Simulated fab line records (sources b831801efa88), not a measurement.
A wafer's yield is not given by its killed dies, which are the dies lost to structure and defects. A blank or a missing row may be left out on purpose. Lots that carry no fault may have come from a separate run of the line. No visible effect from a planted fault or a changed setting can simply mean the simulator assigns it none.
Which tool did it? :: flow sky130 :: Sampling: 7 lots, 21 wafers, 2 of 708 route steps

== WHAT EACH GAUGE READ, for each wafer ==
SKY_DNWELL_TW_MEAS_09.
lot: L812
measured: day 3 08:01
on: filmMetro-03
DNWELL_TW: 1109 1106 1109

lot: L818
measured: day 4 17:56
on: filmMetro-02
DNWELL_TW: 1113 1110 1115

lot: L823
measured: day 5 23:24
on: filmMetro-02
DNWELL_TW: 1108 1111 1106

lot: L825
measured: day 6 07:17
on: filmMetro-04
DNWELL_TW: 1394 1392 1389

lot: L827
measured: day 6 18:07
on: filmMetro-02
DNWELL_TW: 1110 1105 1106

lot: L829
measured: day 7 08:50
on: filmMetro-02
DNWELL_TW: 1112 1114 1120

lot: L831
measured: day 7 18:09
on: filmMetro-02
DNWELL_TW: 1379 1378 1371

== EACH LOT AND THE TOOL THAT RAN IT (in order: tool; ch and the chambers of the sampled wafers; start) ==
lot: L812
SKY_DNWELL_IMPLANT_07: implanter-01 ch 0, day 3 07:47

lot: L818
SKY_DNWELL_IMPLANT_07: implanter-02 ch 0, day 4 17:41

lot: L823
SKY_DNWELL_IMPLANT_07: implanter-02 ch 0, day 5 23:10

lot: L825
SKY_DNWELL_IMPLANT_07: implanter-03 ch 0, day 6 06:37

lot: L827
SKY_DNWELL_IMPLANT_07: implanter-02 ch 0, day 6 17:52

lot: L829
SKY_DNWELL_IMPLANT_07: implanter-02 ch 0, day 7 08:37

lot: L831
SKY_DNWELL_IMPLANT_07: implanter-02 ch 0, day 7 17:37
- SKY_DNWELL_IMPLANT_07

== THE ANSWER, worked out from the rows above alone ==
Rule: the lots themselves supply what counts as usual. Put in order of their means at a reading, lots are off if they are a third of the lots or fewer, leave a main group of 4 or more, and stand apart from it by a gap of 3 or more times the standard deviation of the main group's means; of several such gaps the widest counts. If all means in a main group match to the digits the tables above print for the reading, that group is not used. Also off: a lot with no number at a reading for which 4 or more lots have one. All remaining lots with rows at the step are treated as sound.
Off: L825, L831, at SKY_DNWELL_TW_MEAS_09 (DNWELL_TW). Mean 1110 and standard deviation 3.2 in the main group.
A tool fits if, at a process step before that reading, it ran every lot that is off, and no sound lot after the first of them. The gauges at SKY_DNWELL_TW_MEAS_09 are tried like those tools. Not one of the candidates tried fits.

== WHAT HAD BEEN PUT IN BY THE SIMULATOR ==
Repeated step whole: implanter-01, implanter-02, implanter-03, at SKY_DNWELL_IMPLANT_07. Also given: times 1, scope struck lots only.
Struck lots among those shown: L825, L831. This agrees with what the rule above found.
